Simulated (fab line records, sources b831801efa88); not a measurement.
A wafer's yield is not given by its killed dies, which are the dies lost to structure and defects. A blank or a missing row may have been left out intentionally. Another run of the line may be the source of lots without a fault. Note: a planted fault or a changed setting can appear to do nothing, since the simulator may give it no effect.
Code-filled problem report in 8D (eight disciplines) form :: flow sky130 :: the parts of the form that need people (team, actions taken, sign-off) are left out

## 1. THE PROBLEM
METAL2_ALCU_RS at SKY_METAL2_RS_MEAS_05 reads a mean of 0.1930 ohm/sq on 2 wafers of 1 lot; wafers without a fault read 0.1269 ohm/sq with a standard deviation of 0.0015. Relative to the usual mean, that is a shift of +44 standard deviations.
The step: measures by four-point-probe.
First seen on wafer L202.1, day 37 08:19, on filmMetro-03. Wafers with a number at this step in the record: 15, from 5 lots. Rule for "out" (also "out of limits"): further than 4 standard deviations from the usual mean. The rest of the wafers with a number are treated as sound.

## 2. WHAT THIS IS AND IS NOT
question: which readings at this step
is: METAL2_ALCU_RS
is not: -

question: which lots
is: L202
is not: L193, L213, L214, L215

question: which wafers of those lots
is: L202.1, L202.5
is not: L202.2

question: read on which gauges
is: filmMetro-03
is not: filmMetro-01, filmMetro-04

question: when
is: from day 37 08:19
is not: up to then (4 sound wafers); but 9 sound wafers of L213, L214, L215 came after

## 3. THE SUSPECTS, EACH WITH WHAT RULES IT OUT
Counting: if a tool at a process step up to the reading ran every lot that is out, it stays a suspect. Sound lots after the first of them don't rule it out here, since some wafers of a struck lot are sound.
- the gauge at SKY_METAL2_RS_MEAS_05 has been ruled out. All the wafers that are out were read on filmMetro-03, but those of them that SKY_METAL2_METAL_ETCH_19 has rows for are out there too, on other tools.
- plasmaAsher-04 at SKY_VIA1_STRIP_16 (strips in O2/N2): kept. It ran the lot that is out, L202 (day 37 06:55).
- cvdW-02 at SKY_VIA1_CVD_21 (deposits W, target thk 270 nm, time 80.902 s): kept. It ran the lot that is out, L202 (day 37 07:36).
- cmp-02 at SKY_VIA1_CMP_24 (polishes, stops on SiO2, t overpolish 15 s, target thk 0 nm): kept. It processed L202, the lot that is out, at day 37 07:59, and its most recent sound lot before then was L193 at day 34 12:26.
- pvdSputter-01 at SKY_METAL2_SPUTTER_00 (material Ti, target thk 15 nm, time 10 s): kept. It processed L202, the lot that is out, at day 37 08:11, and its most recent sound lot before then was L193 at day 34 12:44.
- pvdSputter-01 at SKY_METAL2_SPUTTER_02 (material AlCu, target thk 250 nm, time 13.3 s): kept. It processed L202, the lot that is out, at day 37 08:13, and its most recent sound lot before then was L193 at day 34 12:47.
- pvdSputter-01 at SKY_METAL2_SPUTTER_03 (material Ti, target thk 5 nm, time 3.3 s): kept. It processed L202, the lot that is out, at day 37 08:15, and its most recent sound lot before then was L193 at day 34 12:48.
- Within cmp-02 at SKY_VIA1_CMP_24: the wafers that are out ran in chambers 0, 1; their sound lot-mates ran in chamber 3.
Left after counting: plasmaAsher-04 at SKY_VIA1_STRIP_16, cvdW-02 at SKY_VIA1_CVD_21, cmp-02 at SKY_VIA1_CMP_24, pvdSputter-01 at SKY_METAL2_SPUTTER_00, pvdSputter-01 at SKY_METAL2_SPUTTER_02, pvdSputter-01 at SKY_METAL2_SPUTTER_03.

## 4. THE CAUSE (what the simulator had put in)
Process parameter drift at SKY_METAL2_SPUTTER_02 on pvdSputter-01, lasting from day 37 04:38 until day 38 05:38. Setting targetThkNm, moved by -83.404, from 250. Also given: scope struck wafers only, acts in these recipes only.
6 suspects survive the count, and this tool is in that group.

## 5. SEQUENCE OF EFFECTS, ordered by route
Each row: a reading where the mean over the struck wafers with a number is more than 3 standard deviations away from the usual. Only readings whose record carries a usual standard deviation are examined. hours: median over the lots of the time between each lot's start at the first step of this table that gives one and its start at this step. sigmas: the change, counted in usual standard deviations.
hours: 0
step: SKY_METAL2_RS_MEAS_05
reading: METAL2_ALCU_RS
usual: 0.1269 ohm/sq
on struck wafers: 0.1930
change: +0.0661
sigmas: +44

hours: 0
step: SKY_METAL2_THK_MEAS_06
reading: METAL2_ALCU_THK
usual: 247.9 nm
on struck wafers: 163.4
change: -84.5
sigmas: -28

hours: 27
step: SKY_METAL2_METAL_ETCH_19
reading: oesProductAu
usual: 0.854 a.u.
on struck wafers: 0.768
change: -0.086
sigmas: -14
Its process steps:
- SKY_METAL2_METAL_ETCH_19: etches the open film in Cl2/BCl3, stops on SiO2, target depth 360 nm, time 78 s.
Later steps that measure or inspect, where all struck wafers having a row at the step show a number for every such reading and not one has moved that far: SKY_METAL2_CD_MEAS_15, SKY_METAL2_OVL_MEAS_16.

## 6. WHAT WOULD HAVE CAUGHT IT SOONER
In this record the first reading out of limits at a measuring or inspecting step was taken at day 37 08:19, 4 hours after the fault began at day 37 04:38.
No tool reading at SKY_METAL2_SPUTTER_02 that has a usual standard deviation in the record was out on any struck wafer, so an alarm limit of 4 standard deviations on those readings would not have fired.
Each of the lots that are out, 1 in all, had begun SKY_METAL2_SPUTTER_02 on pvdSputter-01 no later than day 37 08:19. Tool hold at that time: it would have spared none of them.
